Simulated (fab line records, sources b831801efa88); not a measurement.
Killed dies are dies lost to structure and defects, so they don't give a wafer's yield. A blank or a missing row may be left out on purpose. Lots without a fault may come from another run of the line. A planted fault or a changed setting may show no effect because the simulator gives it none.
fab line records | flow sky130
record lots=6 wafers=18 last_day=49
route steps=708 shown LDD_P@263 LDD_HVN@267
lots that met no fault: from a run of the same line without faults
start_h: hours from the record's first day to the start of the lot's first wafer shown | wait_h: hours since the lot's step before | " the same as in the row above | L1.1+2: a row that stands for several wafers | - no value, or no start given | * or withheld: withheld | < > ~ a bound
route shown NAME@n: a module of which the file shows steps, and the number in the route of the first | usual: mean/standard deviation of fault-free wafers | same: alike in all rows | chamber/n: place in a boat | sites: the reading at each site | _std_site: their standard deviation | _edge_site: outer sites' mean less inner sites' | radius_mm: how far each site lies from the wafer's centre | mask NAME#n: copy n | behind: the tool/chamber that last shaped the wafer | hold: why the lot was held/for how many hours/how that ended | device: the transistor (n, p or np) that didn't switch | end of line: the same wafers' tests at the end of the route | a step without rows: its recipe alone | killed: dies lost to structure and defects at the first sort, not the wafer's yield | map: a wafer's dies, x killed, . not, _ none there
set.NAME: the setting as run; set.NAME@STEP: as run at that earlier step | model.NAME: the simulator's own value behind a step, which no gauge read
lots at some steps of the route; a table a step, a row a wafer
services: from which hour (start_h, from the record's first day; less than 0 if before it) a tool's chamber was out of use, for how many hours, and why
## steps
# step SKY_LDD_P_OVL_MEAS_08
# usual LDD_P_OVL=-0.8/1.4
# columns lot.wafer tool chamber start_h wait_h LDD_P_OVL[nm]
L398.2 overlay-02 - 473.56 0.1 -0.8
L398.5 " - " " -0.3
L398.6 " - " " -0.9
L405.1 overlay-01 - 534.77 0.1 -1.0
L405.3 " - " " -3.3
L405.4 " - " " -0.9
L407.2 overlay-01 - 544.46 0.1 -0.4
L407.4 " - " " 0.9
L407.6 " - " " 1.8
L409.2 overlay-02 - 583.39 0.1 0.3
L409.4 " - " " -1.3
L409.5 " - " " -2.8
L412.1 overlay-02 - 597.22 0.1 0.8
L412.3 " - " " -0.2
L412.5 " - " " 0.1
L414.3 overlay-02 - 603.25 0.1 -0.5
L414.5 " - " " -1.6
L414.6 " - " " -2.5
# step SKY_LDD_P_IMPLANT_09
# recipe species=BF2 energy_kev=25 dose_cm2=1e+13 tilt_deg=withheld
# step SKY_LDD_P_STRIP_10
# recipe chemistry=O2/N2 power_w=1400 pressure_mtorr=1500 platen_temp_c=withheld o2_flow_sccm=3000 n2_flow_sccm=300 overash_fraction=0.5
# usual chamber_pressure_mTorr=1500.0/1.4 drypump_motor_current_A=5.89/0.22 oes_product_au=0.717/0.0043 strip_time_to_endpoint_s=14.20/0.036
# columns lot.wafer tool chamber start_h wait_h chamber_pressure_mTorr drypump_motor_current_A oes_product_au rf_hours_counter_h strip_time_to_endpoint_s
L398.2 plasma_asher-02 0 473.74 0.1 1499.7 6.60 0.722 30 14.23
L398.5 " 0 " " 1502.2 6.58 0.717 - 14.19
L398.6 " 1 " " 1499.4 5.41 0.723 - 14.19
L405.1 plasma_asher-04 1 534.96 0.1 1500.3 5.90 0.717 84 14.18
L405.3 " 0 " " 1500.5 5.80 0.710 - 14.24
L405.4 " 1 " " 1500.0 5.86 0.718 - 14.17
L407.2 plasma_asher-04 0 544.64 0.1 1497.7 5.80 0.722 85 14.19
L407.4 " 1 " " 1498.1 5.85 0.718 - 14.21
L407.6 " 1 " " 1501.3 5.88 0.718 - 14.22
L409.2 plasma_asher-02 1 583.57 0.1 1499.9 5.46 0.718 41 14.15
L409.4 " 1 " " 1501.7 5.43 0.717 - 14.14
L409.5 " 0 " " 1499.9 6.61 0.720 - 14.19
L412.1 plasma_asher-04 0 597.41 0.1 1498.2 5.78 0.714 91 14.20
L412.3 " 0 " " 1502.3 5.78 0.713 - 14.19
L412.5 " 0 " " 1502.6 5.77 0.703 - 14.17
L414.3 plasma_asher-03 0 603.46 0.1 1499.7 5.83 0.714 - 14.20
L414.5 " 1 " " 1497.3 5.96 0.723 - 14.17
L414.6 " 0 " " 1498.6 5.85 0.714 - 14.16
# step SKY_LDD_P_TW_MEAS_11
# usual LDD_P_TW=636/5.8
# columns lot.wafer tool chamber start_h wait_h LDD_P_TW
L398.2 film_metro-04 - 473.85 0.1 636
L398.5 " - " " 633
L398.6 " - " " 635
L405.1 film_metro-03 - 535.06 0.1 627
L405.3 " - " " 628
L405.4 " - " " 628
L407.2 film_metro-04 - 544.75 0.1 642
L407.4 " - " " 643
L407.6 " - " " 641
L409.2 film_metro-02 - 583.68 0.1 643
L409.4 " - " " 640
L409.5 " - " " 647
L412.1 film_metro-04 - 597.51 0.1 637
L412.3 " - " " 635
L412.5 " - " " 636
L414.3 film_metro-03 - 603.54 0.1 632
L414.5 " - " " 631
L414.6 " - " " 627
# step SKY_LDD_HVN_DEHYDRATE_00
# recipe temp_c=200 time_s=60
# step SKY_LDD_HVN_HMDS_01
# recipe prime_time_s=60 prime_temp_c=120
# step SKY_LDD_HVN_COAT_02
# recipe resist=NOVOLAK spin_rpm=3000 resist_thk_nm=300
# step SKY_LDD_HVN_SOFTBAKE_03
# recipe temp_c=90 time_s=60 resist=NOVOLAK
# step SKY_LDD_HVN_EXPOSE_04
# recipe mask_id=HVNTM na=0.6 source_shape=conventional sigma_outer=0.6 polarization=unpolarized target_cd_nm=700 dose_mj=127
# step SKY_LDD_HVN_PEB_05
# recipe temp_c=withheld time_s=* resist=NOVOLAK
# step SKY_LDD_HVN_DEVELOP_06
# recipe resist=NOVOLAK developer=TMAH develop_time_s=60 dev_temp_c=23
# step SKY_LDD_HVN_OVL_MEAS_07
# usual LDD_HVN_OVL=-0.2/1.3
# columns lot.wafer tool chamber start_h wait_h LDD_HVN_OVL[nm]
L398.2 overlay-02 - 503.66 0.1 -2.5
L398.5 " - " " -1.6
L398.6 " - " " -1.1
L405.1 overlay-01 - 564.42 0.1 -1.3
L405.3 " - " " 0.1
L405.4 " - " " -0.6
L407.2 overlay-02 - 573.22 0.1 0.2
L407.4 " - " " 1.5
L407.6 " - " " -0.5
L409.2 overlay-01 - 612.82 0.1 -0.3
L409.4 " - " " -0.7
L409.5 " - " " 1.1
L412.1 overlay-02 - 626.31 0.1 3.3
L412.3 " - " " 0.9
L412.5 " - " " 1.3
L414.3 overlay-02 - 632.42 0.1 -0.3
L414.5 " - " " -0.3
L414.6 " - " " -0.3
# step SKY_LDD_HVN_IMPLANT_08
# recipe species=P energy_kev=60 dose_cm2=3e+13 tilt_deg=40
# usual beam_energy_keV=60.005/0.02
# columns lot.wafer tool chamber start_h wait_h beam_energy_keV model.implant.rp_nm model.implant.drp_nm
L398.2 implanter-04 0 503.71 0.0 59.988 56.17 28.15
L398.5 " 0 " " 60.022 56.17 28.15
L398.6 " 0 " " 59.992 56.17 28.15
L405.1 implanter-03 0 564.45 0.0 59.996 55.24 28.15
L405.3 " 0 " " 60.019 55.24 28.15
L405.4 " 0 " " 60.033 55.24 28.15
L407.2 implanter-03 0 573.28 0.0 61.883 57.72 28.92
L407.4 " 0 " " 61.854 57.72 28.92
L407.6 " 0 " " 61.892 57.72 28.92
L409.2 implanter-03 0 612.88 0.0 61.902 59.36 28.92
L409.4 " 0 " " 61.919 59.36 28.92
L409.5 " 0 " " 61.895 59.36 28.92
L412.1 implanter-01 0 626.35 0.0 60.022 54.38 28.15
L412.3 " 0 " " 60.024 54.38 28.15
L412.5 " 0 " " 59.990 54.38 28.15
L414.3 implanter-04 0 632.50 0.1 59.992 54.14 28.15
L414.5 " 0 " " 59.995 54.14 28.15
L414.6 " 0 " " 60.015 54.14 28.15
# step SKY_LDD_HVN_STRIP_09
# recipe chemistry=O2/N2 power_w=1400 pressure_mtorr=1500 platen_temp_c=withheld o2_flow_sccm=3000 n2_flow_sccm=300 overash_fraction=0.5
# usual chamber_pressure_mTorr=1500.1/1.5 drypump_motor_current_A=5.74/0.23 oes_product_au=0.409/0.0049 strip_time_to_endpoint_s=4.143/0.016
# columns lot.wafer tool chamber start_h wait_h chamber_pressure_mTorr drypump_motor_current_A oes_product_au rf_hours_counter_h strip_time_to_endpoint_s
L398.2 plasma_asher-01 0 503.84 0.1 1500.7 5.27 0.402 73 4.148
L398.5 " 1 " " 1500.7 5.77 0.413 - 4.156
L398.6 " 0 " " 1501.1 5.25 0.406 - 4.157
L405.1 plasma_asher-04 0 564.60 0.1 1501.3 5.77 0.413 87 4.188
L405.3 " 0 " " 1499.2 5.76 0.419 - 4.145
L405.4 " 1 " " 1501.0 5.90 0.409 - 4.160
L407.2 plasma_asher-01 1 573.40 0.1 1502.2 5.74 0.413 80 4.146
L407.4 " 1 " " 1500.5 5.74 0.418 - 4.128
L407.6 " 1 " " 1500.3 5.69 0.418 - 4.155
L409.2 plasma_asher-01 0 613.00 0.1 1500.0 5.24 0.401 83 4.103
L409.4 " 1 " " 1500.1 5.73 0.406 - 4.116
L409.5 " 0 " " 1499.0 5.25 0.405 - 4.125
L412.1 plasma_asher-03 0 626.50 0.1 1502.0 5.84 0.399 20 4.148
L412.3 " 1 " " 1500.9 5.94 0.409 - 4.128
L412.5 " 0 " " 1499.3 5.85 0.407 - 4.129
L414.3 plasma_asher-03 0 632.63 0.1 1503.3 5.80 0.417 - 4.134
L414.5 " 1 " " 1500.4 5.95 0.408 - 4.130
L414.6 " 0 " " 1498.8 5.83 0.407 - 4.121
## services
# columns tool chamber start_h hours kind
implanter-04 - 467.60 0.8 repair
implanter-03 - 475.47 6.1 pm
plasma_asher-02 - 485.15 2.9 repair
implanter-04 - 499.43 4.0 repair
implanter-04 - 524.03 3.9 repair
implanter-03 - 540.11 3.9 repair
implanter-04 - 546.17 18.9 repair
implanter-01 - 577.38 4.2 repair
plasma_asher-01 - 599.68 2.8 pm
implanter-03 - 631.90 6.6 repair
## key
first_sign step=SKY_LDD_HVN_IMPLANT_08 reading=beam_energy_keV direction=up sigmas=94 usual=* struck=*
effect none on later readings
model_effect step=SKY_LDD_HVN_IMPLANT_08 value=implant.rp_nm without=56.71 struck=58.54
met_at SKY_LDD_HVN_IMPLANT_08
struck_wafers L407.2,L407.4,L407.6,L409.2,L409.4,L409.5
tester_left_out L407,L409
onset_between 564.45 573.28
fault kind=process_parameter_drift tool=implanter-03 chamber=- onset_h=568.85 steps=SKY_LDD_HVN_IMPLANT_08 channel=energy_kev offset=* shape=step end_h=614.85 acts_in=* stated=*
# tester_left_out: of these lots the tester's yield and bins aren't shown, on N5 and GAA mostly nor the transistor test; their killed dies are dies lost to structure and defects alone, not to doping, threshold or leakage, so they don't give the yield
